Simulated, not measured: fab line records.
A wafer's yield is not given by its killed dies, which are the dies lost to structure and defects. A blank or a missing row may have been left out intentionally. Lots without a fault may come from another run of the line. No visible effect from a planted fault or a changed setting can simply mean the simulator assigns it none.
The tool behind it: which one? || flow sky130 || Sampling: 14 lots, 42 wafers, 4 of 708 route steps

== WHAT THE GAUGES SHOWED, per wafer ==
SKY_NWELL_THK_MEAS_02. Usual: NWELL_OXIDATION_THK gives 9.99 nm (standard deviation 0.19).
{"lot": "L835", "measured": "day 3 02:49", "on": "filmMetro-03", "NWELL_OXIDATION_THK (nm)": "10.10 9.82 9.87", "flag": ""}
{"lot": "L833", "measured": "day 3 06:30", "on": "filmMetro-01", "NWELL_OXIDATION_THK (nm)": "10.11 10.42 10.15", "flag": ""}
{"lot": "L834", "measured": "day 3 06:29", "on": "filmMetro-04", "NWELL_OXIDATION_THK (nm)": "10.01 9.94 10.18", "flag": ""}
{"lot": "L836", "measured": "day 3 06:31", "on": "filmMetro-03", "NWELL_OXIDATION_THK (nm)": "10.16 10.21 10.06", "flag": ""}
{"lot": "L837", "measured": "day 3 15:07", "on": "filmMetro-04", "NWELL_OXIDATION_THK (nm)": "9.84 9.91 9.74", "flag": ""}
{"lot": "L838", "measured": "day 3 19:17", "on": "filmMetro-01", "NWELL_OXIDATION_THK (nm)": "9.76 9.91 9.89", "flag": ""}
{"lot": "L839", "measured": "day 3 19:16", "on": "filmMetro-03", "NWELL_OXIDATION_THK (nm)": "9.79 9.71 9.82", "flag": ""}
{"lot": "L840", "measured": "day 4 03:13", "on": "filmMetro-03", "NWELL_OXIDATION_THK (nm)": "9.97 10.07 10.19", "flag": ""}
{"lot": "L842", "measured": "day 4 16:02", "on": "filmMetro-04", "NWELL_OXIDATION_THK (nm)": "10.09 10.32 10.16", "flag": ""}
{"lot": "L844", "measured": "day 4 22:56", "on": "filmMetro-03", "NWELL_OXIDATION_THK (nm)": "10.06 10.27 9.95", "flag": ""}
{"lot": "L847", "measured": "day 5 13:45", "on": "filmMetro-01", "NWELL_OXIDATION_THK (nm)": "10.11 10.06 9.92", "flag": ""}
{"lot": "L854", "measured": "day 7 04:13", "on": "filmMetro-01", "NWELL_OXIDATION_THK (nm)": "9.94 10.01 9.84", "flag": ""}
{"lot": "L855", "measured": "day 7 12:04", "on": "filmMetro-01", "NWELL_OXIDATION_THK (nm)": "9.91 9.73 9.67", "flag": ""}
{"lot": "L856", "measured": "day 7 18:10", "on": "filmMetro-01", "NWELL_OXIDATION_THK (nm)": "9.58 9.62 9.76", "flag": ""}

SKY_SONOS_TUNNEL_OVL_MEAS_08. Usual: SONOS_TUNNEL_OVL gives 0.3 nm (standard deviation 1.5).
{"lot": "L835", "measured": "day 12 04:10", "on": "overlay-01", "SONOS_TUNNEL_OVL (nm)": "0.3 0.2 1.8", "flag": ""}
{"lot": "L833", "measured": "day 12 08:57", "on": "overlay-02", "SONOS_TUNNEL_OVL (nm)": "0.7 -0.3 0.5", "flag": ""}
{"lot": "L834", "measured": "day 12 07:17", "on": "overlay-02", "SONOS_TUNNEL_OVL (nm)": "0.8 0.7 2.7", "flag": ""}
{"lot": "L836", "measured": "day 12 11:22", "on": "overlay-02", "SONOS_TUNNEL_OVL (nm)": "0.1 -0.7 1.1", "flag": ""}
{"lot": "L837", "measured": "day 13 00:02", "on": "overlay-01", "SONOS_TUNNEL_OVL (nm)": "0.6 0.4 2.1", "flag": ""}
{"lot": "L838", "measured": "day 13 13:58", "on": "overlay-01", "SONOS_TUNNEL_OVL (nm)": "-1.2 0.1 -0.9", "flag": ""}
{"lot": "L839", "measured": "day 13 13:54", "on": "overlay-01", "SONOS_TUNNEL_OVL (nm)": "-1.5 -2.0 -0.5", "flag": ""}
{"lot": "L840", "measured": "day 13 17:50", "on": "overlay-01", "SONOS_TUNNEL_OVL (nm)": "0.2 0.9 -0.9", "flag": ""}
{"lot": "L842", "measured": "day 14 12:35", "on": "overlay-01", "SONOS_TUNNEL_OVL (nm)": "-2.0 -2.7 -2.5", "flag": ""}
{"lot": "L844", "measured": "day 14 19:44", "on": "overlay-01", "SONOS_TUNNEL_OVL (nm)": "0.0 -0.3 0.1", "flag": ""}
{"lot": "L847", "measured": "day 15 19:48", "on": "overlay-01", "SONOS_TUNNEL_OVL (nm)": "2.1 0.3 1.0", "flag": ""}
{"lot": "L854", "measured": "day 18 07:59", "on": "overlay-02", "SONOS_TUNNEL_OVL (nm)": "-0.4 -0.6 0.0", "flag": ""}
{"lot": "L855", "measured": "day 18 17:05", "on": "overlay-02", "SONOS_TUNNEL_OVL (nm)": "-1.9 -0.8 -0.9", "flag": ""}
{"lot": "L856", "measured": "day 19 02:29", "on": "overlay-02", "SONOS_TUNNEL_OVL (nm)": "3.1 2.2 1.2", "flag": ""}

SKY_LDD_P_CD_MEAS_07: target cd 380 nm. Usual: 380.6 nm for cdNm, sd 2.5.
{"lot": "L835", "measured": "day 20 05:20", "on": "cdSem-02", "cdNm (nm)": "379.9 379.2 380.6", "flag": ""}
{"lot": "L833", "measured": "day 20 03:36", "on": "cdSem-01", "cdNm (nm)": "378.5 380.2 377.0", "flag": ""}
{"lot": "L834", "measured": "day 20 04:13", "on": "cdSem-02", "cdNm (nm)": "379.4 377.8 378.9", "flag": ""}
{"lot": "L836", "measured": "day 20 05:02", "on": "cdSem-01", "cdNm (nm)": "377.9 379.3 377.8", "flag": ""}
{"lot": "L837", "measured": "day 22 09:02", "on": "cdSem-02", "cdNm (nm)": "377.5 376.1 379.2", "flag": ""}
{"lot": "L838", "measured": "day 22 09:55", "on": "cdSem-01", "cdNm (nm)": "380.3 380.4 380.7", "flag": ""}
{"lot": "L839", "measured": "day 22 09:09", "on": "cdSem-01", "cdNm (nm)": "382.7 385.1 383.7", "flag": ""}
{"lot": "L840", "measured": "day 22 13:15", "on": "cdSem-02", "cdNm (nm)": "379.2 379.5 381.0", "flag": ""}
{"lot": "L842", "measured": "day 23 01:26", "on": "cdSem-01", "cdNm (nm)": "383.8 386.8 385.5", "flag": ""}
{"lot": "L844", "measured": "day 23 05:15", "on": "cdSem-02", "cdNm (nm)": "383.4 382.2 382.5", "flag": ""}
{"lot": "L847", "measured": "day 24 06:42", "on": "cdSem-02", "cdNm (nm)": "382.5 383.5 381.7", "flag": ""}
{"lot": "L854", "measured": "day 26 20:01", "on": "cdSem-02", "cdNm (nm)": "379.5 382.8 380.6", "flag": ""}
{"lot": "L855", "measured": "day 27 02:46", "on": "cdSem-01", "cdNm (nm)": "383.5 382.3 382.5", "flag": ""}
{"lot": "L856", "measured": "day 27 08:41", "on": "cdSem-01", "cdNm (nm)": "378.6 380.4 378.4", "flag": ""}

== WHAT TOOL EACH LOT RAN ON (gives the tool, then ch and the chambers of the sampled wafers, and finally the start) ==
{"lot": "L835", "SKY_FIELD_ISO_WET_ETCH_28": "wetBench-01 ch 3, day 3 00:26"}
{"lot": "L833", "SKY_FIELD_ISO_WET_ETCH_28": "wetBench-04 ch 3, day 3 02:23"}
{"lot": "L834", "SKY_FIELD_ISO_WET_ETCH_28": "wetBench-04 ch 1, day 3 02:23"}
{"lot": "L836", "SKY_FIELD_ISO_WET_ETCH_28": "wetBench-03 ch 2, day 3 02:41"}
{"lot": "L837", "SKY_FIELD_ISO_WET_ETCH_28": "wetBench-01 ch 3, day 3 12:07"}
{"lot": "L838", "SKY_FIELD_ISO_WET_ETCH_28": "wetBench-04 ch 3, day 3 16:37"}
{"lot": "L839", "SKY_FIELD_ISO_WET_ETCH_28": "wetBench-04 ch 1, day 3 17:12"}
{"lot": "L840", "SKY_FIELD_ISO_WET_ETCH_28": "wetBench-01 ch 0, day 4 01:05"}
{"lot": "L842", "SKY_FIELD_ISO_WET_ETCH_28": "wetBench-01 ch 3, day 4 13:40"}
{"lot": "L844", "SKY_FIELD_ISO_WET_ETCH_28": "wetBench-03 ch 0, day 4 20:54"}
{"lot": "L847", "SKY_FIELD_ISO_WET_ETCH_28": "wetBench-04 ch 2, day 5 10:46"}
{"lot": "L854", "SKY_FIELD_ISO_WET_ETCH_28": "wetBench-03 ch 2, day 7 02:13"}
{"lot": "L855", "SKY_FIELD_ISO_WET_ETCH_28": "wetBench-04 ch 3, day 7 09:34"}
{"lot": "L856", "SKY_FIELD_ISO_WET_ETCH_28": "wetBench-04 ch 3, day 7 15:43"}
- SKY_FIELD_ISO_WET_ETCH_28: etches SiO2 in dHF, target depth 23.7 nm, time 47 s.

== WHAT THE TOOLS THEMSELVES READ (means of the sampled wafers that have a number; where no wafer has one, the mark that the record gives instead) ==
SKY_FIELD_ISO_WET_ETCH_28. Usual: bathHeatDutyPct 6.7 %, standard deviation 0.83; tempC 25.02 C, standard deviation 0.099.
{"lot": "L835", "tool": "wetBench-01", "bathHeatDutyPct (%)": 6.1, "tempC (C)": 25.05, "flag": ""}
{"lot": "L833", "tool": "wetBench-04", "bathHeatDutyPct (%)": 7.1, "tempC (C)": 25.07, "flag": ""}
{"lot": "L834", "tool": "wetBench-04", "bathHeatDutyPct (%)": 6.0, "tempC (C)": 25.10, "flag": ""}
{"lot": "L836", "tool": "wetBench-03", "bathHeatDutyPct (%)": 6.1, "tempC (C)": 24.94, "flag": ""}
{"lot": "L837", "tool": "wetBench-01", "bathHeatDutyPct (%)": 6.3, "tempC (C)": 25.11, "flag": ""}
{"lot": "L838", "tool": "wetBench-04", "bathHeatDutyPct (%)": 6.7, "tempC (C)": 25.08, "flag": ""}
{"lot": "L839", "tool": "wetBench-04", "bathHeatDutyPct (%)": 6.4, "tempC (C)": 24.97, "flag": ""}
{"lot": "L840", "tool": "wetBench-01", "bathHeatDutyPct (%)": 38.3, "tempC (C)": 41.90, "flag": "OFF"}
{"lot": "L842", "tool": "wetBench-01", "bathHeatDutyPct (%)": 32.1, "tempC (C)": 42.01, "flag": "OFF"}
{"lot": "L844", "tool": "wetBench-03", "bathHeatDutyPct (%)": 6.0, "tempC (C)": 24.97, "flag": ""}
{"lot": "L847", "tool": "wetBench-04", "bathHeatDutyPct (%)": 6.5, "tempC (C)": 24.86, "flag": ""}
{"lot": "L854", "tool": "wetBench-03", "bathHeatDutyPct (%)": 5.6, "tempC (C)": 25.03, "flag": ""}
{"lot": "L855", "tool": "wetBench-04", "bathHeatDutyPct (%)": 6.7, "tempC (C)": 25.05, "flag": ""}
{"lot": "L856", "tool": "wetBench-04", "bathHeatDutyPct (%)": 6.7, "tempC (C)": 25.09, "flag": ""}

== THE ANSWER, worked out from the rows above alone ==
Rule: a lot counts as off when the mean over its wafers that have a number is more than 3 standard deviations away from the usual mean. A lot without any number at a reading at which 4 lots or more have one is off too. The other lots that the step has rows for count as sound. First the gauges in route order, then the tools' own readings, where a lot's mean is used as printed above. At the first step where some lot is off, the reading lying furthest off is the one used; lots without a number count as furthest.
Off: L840, L842 (SKY_FIELD_ISO_WET_ETCH_28, tempC).
If a tool, at that step or one of the process steps before it, ran each lot that is off and ran no sound lot following the first of them, it fits. One candidate fits, namely wetBench-01 at SKY_FIELD_ISO_WET_ETCH_28. A fault onset in the window from L837 (day 3 12:07, its last sound lot) to L840 (day 4 01:05, its first lot off) fits.
The tool's own readings at SKY_FIELD_ISO_WET_ETCH_28 bear it out: on the lots that are off they differ by more than 5 times the standard deviation of the sound lots' means. bathHeatDutyPct reads 35.2 % there against 6.3 % on the sound lots; tempC reads 41.95 C there against 25.03 C on the sound lots.

== WHAT THE SIMULATOR HAD PUT IN ==
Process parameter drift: wetBench-01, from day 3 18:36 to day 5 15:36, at SKY_FIELD_ISO_WET_ETCH_28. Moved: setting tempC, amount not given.
Struck lots among those shown: L840, L842. The rule above reached the same finding.
